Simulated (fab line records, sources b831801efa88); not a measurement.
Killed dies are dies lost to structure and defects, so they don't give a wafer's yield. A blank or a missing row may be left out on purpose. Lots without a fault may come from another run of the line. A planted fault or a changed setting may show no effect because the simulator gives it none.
Which tool did it? | flow sfq_line | 15 lots, 43 wafers sampled, at 5 steps of a route of 325

WHAT THE GAUGES READ, wafer by wafer
SFQ_M1_RS_MEAS_909: measures by four-point-probe. Usual: M1_NB_RS 0.893 ohm/sq, standard deviation 0.01.
lot  | measured     | on            | M1_NB_RS (ohm/sq) | flag
L821 | day 13 19:14 | film_metro-04 | 0.894 0.908 0.921 |
L823 | day 16 14:28 | film_metro-03 | 0.875 0.894 0.900 |
L825 | day 17 14:35 | film_metro-03 | 0.896 0.896 0.892 |
L826 | day 17 23:06 | film_metro-01 | 0.897 0.892 0.896 |
L827 | day 18 00:12 | film_metro-03 | 0.889 0.914 0.884 |
L828 | day 18 02:34 | film_metro-04 | 0.889 0.621 0.628 | OFF
L830 | day 18 09:45 | film_metro-03 | 0.903 0.635       | OFF
L831 | day 18 10:57 | film_metro-01 | 0.899 0.919 0.893 |
L832 | day 18 14:33 | film_metro-04 | 0.881 0.899 0.903 |
L835 | day 18 21:45 | film_metro-01 | 0.874 0.891 0.891 |
L836 | day 18 23:01 | film_metro-01 | 0.877 0.624       | OFF
L837 | day 19 03:51 | film_metro-04 | 0.903 0.907 0.908 |
L838 | day 19 04:57 | film_metro-01 | 0.876 0.890 0.880 |
L841 | day 19 10:58 | film_metro-01 | 0.909 0.895 0.899 |
L842 | day 19 18:09 | film_metro-03 | 0.901 0.896 0.895 |

SFQ_I3_OVL_MEAS_923. Usual: I3_OVL 2 nm, standard deviation 6.4.
lot  | measured     | on         | I3_OVL (nm) | flag
L821 | day 36 09:03 | overlay-01 | 13 13 18    |
L823 | day 36 16:16 | overlay-01 | 8 5 9       |
L825 | day 37 12:39 | overlay-01 | 14 10 9     |
L826 | day 38 04:16 | overlay-02 | 8 13 9      |
L827 | day 38 09:04 | overlay-02 | -3 -4 -6    |
L828 | day 38 11:11 | overlay-01 | -4 2 -5     |
L830 | day 39 11:22 | overlay-02 | 10 6        |
L831 | day 39 15:43 | overlay-01 | 0 -3 0      |
L832 | day 39 18:07 | overlay-01 | 6 5 5       |
L835 | day 44 20:34 | overlay-01 | -4 -3 -2    |
L836 | day 45 02:35 | overlay-02 | 2 -6        |
L837 | day 45 04:28 | overlay-02 | 10 16 16    |
L838 | day 45 05:39 | overlay-02 | 5 6 1       |
L841 | day 45 11:35 | overlay-01 | -2 -4 -4    |
L842 | day 45 18:59 | overlay-02 | 4 1 8       |

WHICH TOOL RAN EACH LOT (tool, then ch and the chambers of the sampled wafers, then the start)
lot  | SFQ_TRILAYER_M1_DEP_SPUTTER_037 | SFQ_TRILAYER_M1_ETCH_METAL_ETCH_042 | SFQ_TRILAYER_I1_DEP_PECVD_045
L821 | pvd_sputter-05, day 13 19:08    | rie_metal-02 ch 1, day 16 19:25     | pecvd-02 ch 0,1,2, day 16 21:00
L823 | pvd_sputter-04, day 16 14:20    | rie_metal-03 ch 0,1, day 16 22:58   | pecvd-01 ch 0,2, day 16 23:50
L825 | pvd_sputter-06, day 17 14:28    | rie_metal-01 ch 0, day 17 17:13     | pecvd-01 ch 0,2, day 17 18:07
L826 | pvd_sputter-06, day 17 22:56    | rie_metal-02 ch 0,1, day 18 01:36   | pecvd-03 ch 0,1,2, day 18 02:30
L827 | pvd_sputter-04, day 18 00:04    | rie_metal-03 ch 0,1, day 18 02:48   | pecvd-02 ch 0,1,2, day 18 03:40
L828 | pvd_sputter-06, day 18 02:28    | rie_metal-03 ch 0,1, day 18 05:44   | pecvd-03 ch 0,1,2, day 18 06:38
L830 | pvd_sputter-06, day 18 09:40    | rie_metal-01 ch 1, day 18 12:53     | pecvd-01 ch 1,2, day 18 13:47
L831 | pvd_sputter-04, day 18 10:52    | rie_metal-03 ch 0,1, day 18 14:05   | pecvd-03 ch 1,2, day 18 14:59
L832 | pvd_sputter-05, day 18 14:28    | rie_metal-02 ch 1, day 18 17:05     | pecvd-02 ch 1,2, day 18 17:59
L835 | pvd_sputter-05, day 18 21:40    | rie_metal-01 ch 0,1, day 19 00:42   | pecvd-03 ch 1,2, day 19 01:36
L836 | pvd_sputter-06, day 18 22:52    | rie_metal-02 ch 0, day 19 01:56     | pecvd-02 ch 1,2, day 19 02:50
L837 | pvd_sputter-04, day 19 03:44    | rie_metal-02 ch 1, day 19 06:27     | pecvd-01 ch 1,2, day 19 08:02
L838 | pvd_sputter-05, day 19 04:52    | rie_metal-02 ch 1, day 19 08:49     | pecvd-03 ch 0,1, day 19 10:26
L841 | pvd_sputter-04, day 19 10:52    | rie_metal-01 ch 1, day 19 13:33     | pecvd-02 ch 0,1,2, day 19 14:27
L842 | pvd_sputter-05, day 19 18:04    | rie_metal-03 ch 0,1, day 19 20:41   | pecvd-03 ch 0,1,2, day 19 21:35
- SFQ_TRILAYER_M1_DEP_SPUTTER_037: material Nb, target thk 200 nm, time 133.3 s.
- SFQ_TRILAYER_M1_ETCH_METAL_ETCH_042: etches Nb in Cl2/Ar, stops on SiO2, target depth 240 nm, time 120 s.
- SFQ_TRILAYER_I1_DEP_PECVD_045: deposits SiO2 from SiH4/N2O, time 111.11 s, target thk 500 nm.

WHAT THE TOOLS THEMSELVES READ (means of the sampled wafers that have a number; where no wafer has one, the mark that the record gives instead)
SFQ_TRILAYER_M1_DEP_SPUTTER_037. Usual: throttle_valve_pct 30.3 %, standard deviation 1.2.
lot  | tool           | throttle_valve_pct (%) | flag
L821 | pvd_sputter-05 | 30.6                   |
L823 | pvd_sputter-04 | 31.5                   |
L825 | pvd_sputter-06 | 29.6                   |
L826 | pvd_sputter-06 | 28.9                   |
L827 | pvd_sputter-04 | 31.5                   |
L828 | pvd_sputter-06 | 29.8                   |
L830 | pvd_sputter-06 | 28.8                   |
L831 | pvd_sputter-04 | 30.9                   |
L832 | pvd_sputter-05 | 29.6                   |
L835 | pvd_sputter-05 | 29.4                   |
L836 | pvd_sputter-06 | 30.0                   |
L837 | pvd_sputter-04 | 30.7                   |
L838 | pvd_sputter-05 | 31.1                   |
L841 | pvd_sputter-04 | 31.0                   |
L842 | pvd_sputter-05 | 30.8                   |

SFQ_TRILAYER_M1_ETCH_METAL_ETCH_042. Usual: drypump_motor_current_A 5.8 A, standard deviation 0.41; oes_product_au 0.893 a.u., standard deviation 0.0074.
lot  | tool         | drypump_motor_current_A (A) | oes_product_au (a.u.) | flag
L821 | rie_metal-02 | 5.2                         | 0.882                 |
L823 | rie_metal-03 | 6.0                         | 0.893                 |
L825 | rie_metal-01 | 5.8                         | 0.890                 |
L826 | rie_metal-02 | 5.6                         | 0.891                 |
L827 | rie_metal-03 | 5.8                         | 0.892                 |
L828 | rie_metal-03 | 5.8                         | 0.970                 | OFF
L830 | rie_metal-01 | 5.8                         | 0.944                 | OFF
L831 | rie_metal-03 | 5.8                         | 0.884                 |
L832 | rie_metal-02 | 5.2                         | 0.890                 |
L835 | rie_metal-01 | 5.7                         | 0.895                 |
L836 | rie_metal-02 | 6.5                         | 0.954                 | OFF
L837 | rie_metal-02 | 5.2                         | 0.885                 |
L838 | rie_metal-02 | 5.2                         | 0.901                 |
L841 | rie_metal-01 | 5.7                         | 0.889                 |
L842 | rie_metal-03 | 6.0                         | 0.890                 |

SFQ_TRILAYER_I1_DEP_PECVD_045. Usual: heater_power_w 80 W, standard deviation 7.5; throttle_valve_pct 26.0 %, standard deviation 2.3.
lot  | tool     | heater_power_w (W) | throttle_valve_pct (%) | flag
L821 | pecvd-02 | 80                 | 25.9                   |
L823 | pecvd-01 | 84                 | 23.7                   |
L825 | pecvd-01 | 83                 | 23.9                   |
L826 | pecvd-03 | 86                 | 27.3                   |
L827 | pecvd-02 | 73                 | 26.1                   |
L828 | pecvd-03 | 86                 | 27.3                   |
L830 | pecvd-01 | 84                 | 23.5                   |
L831 | pecvd-03 | 82                 | 25.2                   |
L832 | pecvd-02 | 73                 | 26.5                   |
L835 | pecvd-03 | 85                 | 25.3                   |
L836 | pecvd-02 | 78                 | 26.3                   |
L837 | pecvd-01 | 86                 | 23.6                   |
L838 | pecvd-03 | 85                 | 26.2                   |
L841 | pecvd-02 | 74                 | 26.1                   |
L842 | pecvd-03 | 78                 | 27.3                   |

THE ANSWER, worked out from the rows above alone
Rule: a lot is off if the mean of its wafers that have a number lies more than 3 standard deviations from the usual mean. A lot without any number at a reading at which 4 lots or more have one is off too. The other lots that the step has rows for count as sound. The gauges are gone through in route order, then the tools' own readings, and for those a lot's mean is taken as printed above. The first step at which some lot is off is used, and at that step the reading that is off furthest; a lot without a number counts as furthest.
Off: L828, L830, L836, at SFQ_M1_RS_MEAS_909 (M1_NB_RS).
A tool fits if, at a process step before that reading, it ran every lot that is off, and no sound lot after the first of them. The gauges at SFQ_M1_RS_MEAS_909 aren't tried: what is off there is off at SFQ_TRILAYER_M1_ETCH_METAL_ETCH_042 too, on other tools, and a gauge's error can't cause that. One fits: pvd_sputter-06 at SFQ_TRILAYER_M1_DEP_SPUTTER_037. Its last sound lot is L826 (day 17 22:56), its first lot that is off L828 (day 18 02:28): a fault that began between those two fits.

WHAT THE SIMULATOR HAD PUT IN
Process parameter drift: pvd_sputter-06, from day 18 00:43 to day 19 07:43, at SFQ_TRILAYER_M1_DEP_SPUTTER_037. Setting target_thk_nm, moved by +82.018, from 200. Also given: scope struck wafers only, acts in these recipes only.
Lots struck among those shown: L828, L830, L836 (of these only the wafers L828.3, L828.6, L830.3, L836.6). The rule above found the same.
